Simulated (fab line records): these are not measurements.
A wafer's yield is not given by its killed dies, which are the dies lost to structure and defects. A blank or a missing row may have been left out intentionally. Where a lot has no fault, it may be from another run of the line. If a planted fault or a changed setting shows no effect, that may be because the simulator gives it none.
Which of the tools did it? ; flow sky130 ; Sampling: 6 lots, 18 wafers, 4 of 708 route steps

== WHAT THE GAUGES SHOWED, per wafer ==
SKY_NWELL_TW_MEAS_26.
lot;measured;on;NWELL_2_TW
L407;day 6 02:01;filmMetro-02;498.0 498.5 497.9
L410;day 6 15:55;filmMetro-04;504.7 506.5 503.3
L414;day 7 12:50;filmMetro-02;494.6 491.4 496.4
L418;day 8 15:35;filmMetro-02;501.1 499.2 497.6
L426;day 11 01:01;filmMetro-02;486.7 485.3 481.8
L428;day 11 12:44;filmMetro-01;495.1 495.9 496.3

== WHICH TOOL RAN EACH LOT (tool, then ch and the chambers of the sampled wafers, then the start) ==
lot;SKY_FIELD_ISO_STRIP_16;SKY_FIELD_ISO_CMP_27;SKY_NWELL_IMPLANT_24
L407;plasmaAsher-01 ch 0,1, day 2 21:26;cmp-02 ch 0,1, day 3 01:18;implanter-02 ch 0, day 6 01:47
L410;plasmaAsher-01 ch 0,1, day 3 06:28;cmp-02 ch 0,3, day 3 13:19;implanter-02 ch 0, day 6 15:41
L414;plasmaAsher-01 ch 0,1, day 4 06:47;cmp-01 ch 1,2,3, day 4 10:06;implanter-03 ch 0, day 7 12:35
L418;plasmaAsher-04 ch 0,1, day 5 03:20;cmp-01 ch 0,3, day 5 08:26;implanter-03 ch 0, day 8 15:22
L426;plasmaAsher-03 ch 0,1, day 6 17:37;cmp-01 ch 0,2,3, day 7 06:35;implanter-02 ch 0, day 11 00:46
L428;plasmaAsher-04 ch 0,1, day 7 04:40;cmp-01 ch 1,3, day 7 16:30;implanter-01 ch 0, day 11 12:31
- SKY_FIELD_ISO_STRIP_16: strips in O2/N2.
- SKY_FIELD_ISO_CMP_27: polishes, stops on Si3N4, t overpolish 16 s, target thk 457.8 nm.
- SKY_NWELL_IMPLANT_24

== THE ANSWER, worked out from the rows above alone ==
Rule: what is usual is taken from the lots themselves. Put in order of their means at a reading, lots are off if they are a third of the lots or fewer, leave a main group of 4 or more, and stand apart from it by a gap of 3 or more times the standard deviation of the main group's means; of several such gaps the widest counts. A main group is skipped when, at the precision printed for the reading in the tables above, its means are all equal. A lot without any number at a reading at which 4 lots or more have one is off too. All remaining lots with rows at the step are treated as sound.
No lot is off on any of the readings shown, so nothing can be concluded from this.

== WHAT THE SIMULATOR PUT IN ==
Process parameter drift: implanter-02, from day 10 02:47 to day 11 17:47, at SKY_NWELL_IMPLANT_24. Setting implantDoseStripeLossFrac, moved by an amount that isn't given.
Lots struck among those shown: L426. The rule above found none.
